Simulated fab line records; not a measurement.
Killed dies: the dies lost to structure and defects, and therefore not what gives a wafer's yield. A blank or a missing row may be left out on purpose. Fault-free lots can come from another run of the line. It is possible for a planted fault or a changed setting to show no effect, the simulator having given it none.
Split-lot experiment | flow sky130 | 23 wafers read across 5 lots, on a route 708 steps long

== THE SPLIT ==
At SKY_SD_P_DEVELOP_06 (develop time 60 s), the setting develop_time_s was moved away from the recipe's 60 s on 11 of the 23 wafers read, by -11.2% to +10.9%. The other wafers ran this setting at the recipe's value.

The file shows no step between the split and the reading.

== THE READING ==
Shown in nm: cd_nm at SKY_SD_P_CD_MEAS_07, with target cd 380 nm. Typical for fault-free wafers on this fab line: 380.6 nm, with standard deviation 2.4 nm.

wafer  | tool, chamber at the split | develop_time_s as run, s | against the recipe | cd_nm, nm | against lot-mates on the recipe
L074.1 | litho_track-03, 0          | 65.85                    | +9.7%              | 391.4     | +10.1
L074.3 | litho_track-03, 0          | 60                       | recipe             | 381.3     | -
L074.4 | litho_track-03, 0          | 65.85                    | +9.7%              | 391.1     | +9.9
L074.5 | litho_track-03, 0          | 65.85                    | +9.7%              | 392.1     | +10.9
L074.6 | litho_track-03, 0          | 60                       | recipe             | 381.2     | -
L076.1 | litho_track-01, 0          | 60                       | recipe             | 380.8     | -
L076.2 | litho_track-01, 0          | 60                       | recipe             | 377.7     | -
L076.6 | litho_track-01, 0          | 60                       | recipe             | 381.5     | -
L077.1 | litho_track-01, 0          | 53.26                    | -11.2%             | 369.6     | -11.0
L077.3 | litho_track-01, 0          | 53.26                    | -11.2%             | 370.9     | -9.7
L077.4 | litho_track-01, 0          | 60                       | recipe             | 377.4     | -
L077.5 | litho_track-01, 0          | 53.26                    | -11.2%             | 370.7     | -9.9
L077.6 | litho_track-01, 0          | 60                       | recipe             | 383.8     | -
L081.1 | litho_track-03, 0          | 60                       | recipe             | 382.7     | -
L081.2 | litho_track-03, 0          | 66.55                    | +10.9%             | 392.2     | +9.0
L081.3 | litho_track-03, 0          | 60                       | recipe             | 383.7     | -
L081.4 | litho_track-03, 0          | 66.55                    | +10.9%             | 394.8     | +11.6
L081.6 | litho_track-03, 0          | 66.55                    | +10.9%             | 393.5     | +10.3
L083.1 | litho_track-02, 0          | 54.95                    | -8.4%              | 373.8     | -8.4
L083.2 | litho_track-02, 0          | 54.95                    | -8.4%              | 376.4     | -5.8
L083.3 | litho_track-02, 0          | 60                       | recipe             | 382.1     | -
L083.4 | litho_track-02, 0          | 60                       | recipe             | 380.8     | -
L083.6 | litho_track-02, 0          | 60                       | recipe             | 383.6     | -

FIT RESULTS
A straight line over all 23 wafers: cd_nm changes by +1 nm for each +1% of develop_time_s; r = +0.97; the points scatter about the line by 1.8 nm.
The same after taking each lot's own level away (the mean of its wafers on the recipe; 23 wafers): +0.944 nm for each +1%; r = +0.98; scatter 1.5 nm.
Per that fit: largest develop_time_s move, reading shift of 11 nm.
The lots' own levels span 380.00 to 383.20 nm, that is 1.3 times the standard deviation above.
Hence the lot-to-lot level has little effect on the slope; both slopes agree.
Check: -10.2 nm against its lot-mates is what the line predicts for one of the wafers moved furthest among these (-11.2%) when that wafer is left out of the fit. Against them it came out at -11 nm.

== ADDITIONAL SPLITS CARRIED BY THESE WAFERS ==
Note: prior to the reading, these wafers also went through further splits. Each is held against what the fit with the lots' levels taken away leaves over:
other split on the same wafers    | wafers away from the commonest value | r with cd_nm (lot level and that fit taken away)
SKY_LDD_P_DEVELOP_06 dev_temp_c   | 8                                    | -0.08
SKY_LDD_HVN_IMPLANT_08 energy_kev | 10                                   | -0.38
SKY_LDD_LDN_IMPLANT_10 energy_kev | 8                                    | +0.26

== THE FILE'S OWN FIT ==
cd_nm changes by +0.942 nm for each +1% of develop_time_s, r = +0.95.
